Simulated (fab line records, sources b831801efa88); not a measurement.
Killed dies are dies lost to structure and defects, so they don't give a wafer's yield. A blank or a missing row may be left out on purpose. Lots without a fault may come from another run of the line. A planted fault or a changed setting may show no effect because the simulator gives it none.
Split-lot experiment | flow sky130 | 5 lots, 23 wafers read, on a route of 708 steps

THE SPLIT
At SKY_VIA4_CVD_18 (deposits W, target thk 505 nm, time 152.14 s), the setting pressure_torr was moved away from the recipe's 40 Torr on 20 of the 23 wafers read, by -11.6% to +12.5%. The other wafers ran this setting at the recipe's value.

FROM THE SPLIT TO THE READING: what the file shows between them, 1 step
- SKY_VIA4_RS_MEAS_19: measures by four-point-probe

THE READING
VIA4_W_THK, in nm, at SKY_VIA4_THK_MEAS_20 (measures by xrf). Fault-free wafers of this fab line usually give 492 nm, standard deviation 5.1 nm.

wafer  | tool, chamber at the split | pressure_torr as run, Torr | against the recipe | VIA4_W_THK, nm | against lot-mates on the recipe
L078.2 | cvd_w-01, 0                | 40                         | recipe             | 489            | -
L078.3 | cvd_w-01, 1                | 40                         | recipe             | 489            | -
L078.6 | cvd_w-01, 1                | 40                         | recipe             | 492            | -
L079.1 | cvd_w-01, 1                | 36.62                      | -8.5%              | 469            | no lot-mate on the recipe
L079.2 | cvd_w-01, 1                | 36.62                      | -8.5%              | 470            | no lot-mate on the recipe
L079.4 | cvd_w-01, 1                | 36.62                      | -8.5%              | 464            | no lot-mate on the recipe
L079.5 | cvd_w-01, 1                | 36.62                      | -8.5%              | 474            | no lot-mate on the recipe
L079.6 | cvd_w-01, 1                | 36.62                      | -8.5%              | 468            | no lot-mate on the recipe
L080.1 | cvd_w-01, 1                | 45.01                      | +12.5%             | 527            | no lot-mate on the recipe
L080.2 | cvd_w-01, 1                | 45.01                      | +12.5%             | 528            | no lot-mate on the recipe
L080.4 | cvd_w-01, 1                | 45.01                      | +12.5%             | 525            | no lot-mate on the recipe
L080.5 | cvd_w-01, 1                | 45.01                      | +12.5%             | 528            | no lot-mate on the recipe
L080.6 | cvd_w-01, 1                | 45.01                      | +12.5%             | 528            | no lot-mate on the recipe
L081.1 | cvd_w-02, 1                | 35.37                      | -11.6%             | 464            | no lot-mate on the recipe
L081.2 | cvd_w-02, 0                | 35.37                      | -11.6%             | 461            | no lot-mate on the recipe
L081.3 | cvd_w-02, 0                | 35.37                      | -11.6%             | 469            | no lot-mate on the recipe
L081.4 | cvd_w-02, 1                | 35.37                      | -11.6%             | 459            | no lot-mate on the recipe
L081.5 | cvd_w-02, 0                | 35.37                      | -11.6%             | 473            | no lot-mate on the recipe
L085.1 | cvd_w-02, 0                | 35.49                      | -11.3%             | 466            | no lot-mate on the recipe
L085.2 | cvd_w-02, 1                | 35.49                      | -11.3%             | 463            | no lot-mate on the recipe
L085.3 | cvd_w-02, 1                | 35.49                      | -11.3%             | 459            | no lot-mate on the recipe
L085.4 | cvd_w-02, 0                | 35.49                      | -11.3%             | 468            | no lot-mate on the recipe
L085.5 | cvd_w-02, 1                | 35.49                      | -11.3%             | 466            | no lot-mate on the recipe

THE FIT
A straight line over all 23 wafers: VIA4_W_THK changes by +2.62 nm for each +1% of pressure_torr; r = +0.99; the points scatter about the line by 4 nm.
Too few moved wafers have a lot-mate on the recipe to fit a line with each lot's own level taken away.

THE WHOLE CHAIN: every reading that the file lists as answering this split, in the file's order
step                 | what it does                                 | reading                                                                  | change (the file's fit)              | r (the file's)
SKY_VIA4_CVD_18      | deposits W, target thk 505 nm, time 152.14 s | W_of_VIA4_CVD_18.thk_nm (the simulator's own value, which no gauge read) | +2.6 nm for each +1% of the setting  | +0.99
SKY_VIA4_RS_MEAS_19  | measures by four-point-probe                 | VIA4_W_RS                                                                | -0.00117 for each +1% of the setting | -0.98
SKY_VIA4_THK_MEAS_20 | measures by xrf                              | VIA4_W_THK                                                               | +2.62 for each +1% of the setting    | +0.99

THE FILE'S OWN FIT
VIA4_W_THK changes by +2.62 nm for each +1% of pressure_torr, r = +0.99.
